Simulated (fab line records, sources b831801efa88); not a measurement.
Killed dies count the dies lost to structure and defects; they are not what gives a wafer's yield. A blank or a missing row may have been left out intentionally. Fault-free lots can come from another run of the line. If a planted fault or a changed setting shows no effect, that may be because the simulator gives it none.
Which tool did it? + flow gf180mcu + 45 wafers from 15 lots sampled at 5 of the route's 602 steps

== WHAT THE GAUGES READ, wafer by wafer ==
GF_TOP_METAL_THK_MEAS_06: measures by xrf. Usual: TOP_METAL_ALCU_THK gives 880 nm (standard deviation 7.3).
| lot  | measured     | on            | TOP_METAL_ALCU_THK (nm) | flag |
|------|--------------|---------------|-------------------------|------|
| L129 | day 28 03:28 | film-metro-04 | 879 869 888             |      |
| L130 | day 28 07:10 | film-metro-01 | 939 948 945 942 948 941 | OFF  |
| L131 | day 28 14:25 | film-metro-04 | 930 937 930 927 932 929 | OFF  |
| L132 | day 28 21:53 | film-metro-02 | 920 916 920 918 921 918 | OFF  |
| L139 | day 30 21:13 | film-metro-04 | 884 884 881             |      |
| L140 | day 31 03:41 | film-metro-04 | 873 873 877             |      |
| L141 | day 31 10:25 | film-metro-02 | 887 875 880             |      |
| L142 | day 31 20:21 | film-metro-04 | 876 888 881             |      |
| L143 | day 32 01:28 | film-metro-01 | 866 877 876             |      |
| L144 | day 32 05:24 | film-metro-04 | 882 892 880             |      |
| L145 | day 32 08:58 | film-metro-04 | 878 883 887             |      |
| L146 | day 32 19:35 | film-metro-01 | 879 879 871             |      |
| L147 | day 32 22:51 | film-metro-04 | 887 886 891             |      |
| L149 | day 33 06:26 | film-metro-04 | 880 876 877             |      |
| L150 | day 33 13:20 | film-metro-04 | 885 880 882             |      |

GF_TOP_METAL_CD_MEAS_14: the cd target is 440 nm. Usual: cd-nm reads 440.3 nm (standard deviation 2).
| lot  | measured     | on        | cd-nm (nm)        | flag |
|------|--------------|-----------|-------------------|------|
| L129 | day 28 22:56 | cd-sem-01 | 443.1 441.2 443.5 |      |
| L130 | day 29 02:24 | cd-sem-02 | 439.6 438.5 441.4 |      |
| L131 | day 29 08:27 | cd-sem-02 | 438.8 442.2 440.4 |      |
| L132 | day 29 14:20 | cd-sem-02 | 442.0 441.0 438.7 |      |
| L139 | day 31 15:07 | cd-sem-02 | 442.9 442.2 443.0 |      |
| L140 | day 31 20:43 | cd-sem-01 | 438.5 437.2 440.1 |      |
| L141 | day 32 03:08 | cd-sem-01 | 439.3 441.4 439.9 |      |
| L142 | day 32 13:08 | cd-sem-02 | 436.6 438.6 436.0 |      |
| L143 | day 32 17:53 | cd-sem-01 | 438.1 436.8 437.5 |      |
| L144 | day 32 21:17 | cd-sem-01 | 442.6 440.4 442.0 |      |
| L145 | day 33 01:13 | cd-sem-01 | 438.7 437.2 438.4 |      |
| L146 | day 33 10:44 | cd-sem-02 | 442.8 442.4 440.9 |      |
| L147 | day 33 13:56 | cd-sem-02 | 438.9 440.4 439.2 |      |
| L149 | day 33 22:08 | cd-sem-01 | 439.9 441.5 440.5 |      |
| L150 | day 34 04:44 | cd-sem-02 | 441.9 442.9 442.5 |      |

== WHAT TOOL EACH LOT RAN ON (gives the tool, then ch and the chambers of the sampled wafers, and finally the start) ==
| lot  | GF_M4_SPUTTER_00             | GF_V4_ETCH_16                      | GF_TOP_METAL_SPUTTER_04      |
|------|------------------------------|------------------------------------|------------------------------|
| L129 | pvd-sputter-02, day 23 08:50 | rie-diel-03 ch 0,2,3, day 25 07:26 | pvd-sputter-04, day 28 03:19 |
| L130 | pvd-sputter-03, day 23 14:32 | rie-diel-02 ch 0,1,2, day 25 11:26 | pvd-sputter-04, day 28 07:01 |
| L131 | pvd-sputter-04, day 23 20:37 | rie-diel-01 ch 0,1, day 25 17:54   | pvd-sputter-03, day 28 12:36 |
| L132 | pvd-sputter-03, day 24 03:31 | rie-diel-03 ch 0,2,3, day 26 00:32 | pvd-sputter-02, day 28 18:52 |
| L139 | pvd-sputter-02, day 26 11:34 | rie-diel-02 ch 0,1,2, day 28 06:02 | pvd-sputter-04, day 30 21:03 |
| L140 | pvd-sputter-03, day 26 19:29 | rie-diel-01 ch 0,1,3, day 28 14:32 | pvd-sputter-03, day 31 03:31 |
| L141 | pvd-sputter-03, day 27 04:01 | rie-diel-03 ch 0,1,3, day 28 21:21 | pvd-sputter-02, day 31 10:16 |
| L142 | pvd-sputter-03, day 27 12:47 | rie-diel-01 ch 2,3, day 29 05:59   | pvd-sputter-03, day 31 20:12 |
| L143 | pvd-sputter-04, day 27 20:57 | rie-diel-01 ch 0,1,2, day 29 14:17 | pvd-sputter-04, day 32 01:19 |
| L144 | pvd-sputter-03, day 28 02:33 | rie-diel-02 ch 0,2,3, day 29 19:45 | pvd-sputter-03, day 32 05:15 |
| L145 | pvd-sputter-02, day 28 06:15 | rie-diel-01 ch 0,2,3, day 29 22:38 | pvd-sputter-03, day 32 08:41 |
| L146 | pvd-sputter-02, day 28 20:01 | rie-diel-01 ch 1,3, day 30 11:51   | pvd-sputter-04, day 32 19:26 |
| L147 | pvd-sputter-04, day 28 22:03 | rie-diel-01 ch 0,1,2, day 30 14:17 | pvd-sputter-04, day 32 22:42 |
| L149 | pvd-sputter-04, day 29 08:38 | rie-diel-01 ch 1,3, day 30 22:50   | pvd-sputter-04, day 33 06:17 |
| L150 | pvd-sputter-03, day 29 17:10 | rie-diel-02 ch 0,1, day 31 06:51   | pvd-sputter-04, day 33 13:11 |
- GF_M4_SPUTTER_00: material Ti, target thk 37.5 nm, time 150 s.
- GF_V4_ETCH_16: etches BARC in N2/H2.
- GF_TOP_METAL_SPUTTER_04: material TiN, target thk 25 nm, time 20.8 s.

== WHAT THE TOOLS THEMSELVES READ (means of the sampled wafers that have a number; where no wafer has one, the mark that the record gives instead) ==
GF_M4_SPUTTER_00. Usual: cathode-dc-power-W 4000.0 W, standard deviation 0.77; chamber-pressure-pa 2.000 Pa, standard deviation 0.004; substrate-temp-c 200.02 C, standard deviation 0.15; throttle-valve-pct 30.2 %, standard deviation 1.1.
| lot  | tool           | cathode-dc-power-W (W) | chamber-pressure-pa (Pa) | substrate-temp-c (C) | throttle-valve-pct (%) | flag |
|------|----------------|------------------------|--------------------------|----------------------|------------------------|------|
| L129 | pvd-sputter-02 | 3999.6                 | 1.998                    | 200.04               | 30.0                   |      |
| L130 | pvd-sputter-03 | 4000.5                 | 1.998                    | 199.99               | 29.3                   |      |
| L131 | pvd-sputter-04 | 4000.3                 | 2.004                    | 200.08               | 30.9                   |      |
| L132 | pvd-sputter-03 | 4000.8                 | 1.995                    | 199.98               | 30.5                   |      |
| L139 | pvd-sputter-02 | 4000.5                 | 2.001                    | 200.07               | 30.4                   |      |
| L140 | pvd-sputter-03 | 3999.8                 | 2.001                    | 200.02               | 29.7                   |      |
| L141 | pvd-sputter-03 | 3999.2                 | 1.999                    | 199.89               | 30.7                   |      |
| L142 | pvd-sputter-03 | 3999.7                 | 2.001                    | 199.88               | 30.7                   |      |
| L143 | pvd-sputter-04 | 3999.7                 | 2.000                    | 200.20               | 29.8                   |      |
| L144 | pvd-sputter-03 | 4000.2                 | 2.001                    | 199.95               | 30.6                   |      |
| L145 | pvd-sputter-02 | 3999.9                 | 2.001                    | 200.04               | 30.0                   |      |
| L146 | pvd-sputter-02 | 4000.0                 | 2.005                    | 199.91               | 30.4                   |      |
| L147 | pvd-sputter-04 | 3999.0                 | 2.000                    | 200.07               | 28.8                   |      |
| L149 | pvd-sputter-04 | 4000.6                 | 2.002                    | 199.95               | 30.7                   |      |
| L150 | pvd-sputter-03 | 4001.0                 | 2.003                    | 200.06               | 30.4                   |      |

GF_V4_ETCH_16. Usual: drypump-motor-current-A 5.7 A, standard deviation 0.52; oes-product-au 0.854 a.u., standard deviation 0.0043; throttle-valve-pct 13.226 %, standard deviation 0.009.
| lot  | tool        | drypump-motor-current-A (A) | oes-product-au (a.u.) | throttle-valve-pct (%) | flag |
|------|-------------|-----------------------------|-----------------------|------------------------|------|
| L129 | rie-diel-03 | 5.2                         | 0.856                 | 13.226                 |      |
| L130 | rie-diel-02 | 5.7                         | 0.856                 | 13.219                 |      |
| L131 | rie-diel-01 | 6.0                         | 0.856                 | 13.222                 |      |
| L132 | rie-diel-03 | 5.2                         | 0.856                 | 13.232                 |      |
| L139 | rie-diel-02 | 5.7                         | 0.857                 | 13.222                 |      |
| L140 | rie-diel-01 | 5.8                         | 0.853                 | 13.221                 |      |
| L141 | rie-diel-03 | 5.3                         | 0.855                 | 13.228                 |      |
| L142 | rie-diel-01 | 5.9                         | 0.854                 | 13.228                 |      |
| L143 | rie-diel-01 | 6.2                         | 0.850                 | 13.221                 |      |
| L144 | rie-diel-02 | 5.5                         | 0.852                 | 13.236                 |      |
| L145 | rie-diel-01 | 6.1                         | 0.853                 | 13.219                 |      |
| L146 | rie-diel-01 | 5.8                         | 0.851                 | 13.219                 |      |
| L147 | rie-diel-01 | 6.3                         | 0.853                 | 13.229                 |      |
| L149 | rie-diel-01 | 5.8                         | 0.857                 | 13.230                 |      |
| L150 | rie-diel-02 | 5.5                         | 0.850                 | 13.230                 |      |

GF_TOP_METAL_SPUTTER_04. Usual: cathode-dc-power-W 6500.1 W, standard deviation 1.3; chamber-pressure-pa 0.4000 Pa, standard deviation 0.00089; throttle-valve-pct 30.0 %, standard deviation 1.1.
| lot  | tool           | cathode-dc-power-W (W) | chamber-pressure-pa (Pa) | throttle-valve-pct (%) | flag |
|------|----------------|------------------------|--------------------------|------------------------|------|
| L129 | pvd-sputter-04 | 6499.0                 | 0.4004                   | 31.0                   |      |
| L130 | pvd-sputter-04 | -                      | -                        | -                      | OFF  |
| L131 | pvd-sputter-03 | -                      | -                        | -                      | OFF  |
| L132 | pvd-sputter-02 | -                      | -                        | -                      | OFF  |
| L139 | pvd-sputter-04 | 6500.5                 | 0.3999                   | 29.5                   |      |
| L140 | pvd-sputter-03 | 6499.9                 | 0.3999                   | 30.0                   |      |
| L141 | pvd-sputter-02 | 6499.0                 | 0.3996                   | 30.0                   |      |
| L142 | pvd-sputter-03 | 6499.8                 | 0.4001                   | 29.7                   |      |
| L143 | pvd-sputter-04 | 6501.2                 | 0.3999                   | 29.7                   |      |
| L144 | pvd-sputter-03 | 6500.3                 | 0.4004                   | 29.8                   |      |
| L145 | pvd-sputter-03 | 6499.9                 | 0.4004                   | 29.7                   |      |
| L146 | pvd-sputter-04 | 6499.0                 | 0.4000                   | 29.9                   |      |
| L147 | pvd-sputter-04 | 6499.4                 | 0.3998                   | 29.6                   |      |
| L149 | pvd-sputter-04 | 6501.5                 | 0.4005                   | 29.8                   |      |
| L150 | pvd-sputter-04 | 6499.2                 | 0.4004                   | 30.0                   |      |

== THE ANSWER, worked out from the rows above alone ==
Rule: a lot is off if the mean of its wafers that have a number lies more than 3 standard deviations from the usual mean. Also off: a lot with no number at a reading for which 4 or more lots have one. The other lots that the step has rows for count as sound. The gauges are gone through in route order, then the tools' own readings, and for those a lot's mean is taken as printed above. At the first step where some lot is off, the reading lying furthest off is the one used; lots without a number count as furthest.
Off: L130, L131, L132, seen at GF_TOP_METAL_THK_MEAS_06 (TOP_METAL_ALCU_THK).
A tool fits if, at a process step before that reading, it ran every lot that is off, and no sound lot after the first of them. The gauges at GF_TOP_METAL_THK_MEAS_06 aren't tried: what is off there is off at GF_TOP_METAL_SPUTTER_04 too, on other tools, and a gauge's error can't cause that. Of those tried, none fits.

== WHAT THE SIMULATOR HAD PUT IN ==
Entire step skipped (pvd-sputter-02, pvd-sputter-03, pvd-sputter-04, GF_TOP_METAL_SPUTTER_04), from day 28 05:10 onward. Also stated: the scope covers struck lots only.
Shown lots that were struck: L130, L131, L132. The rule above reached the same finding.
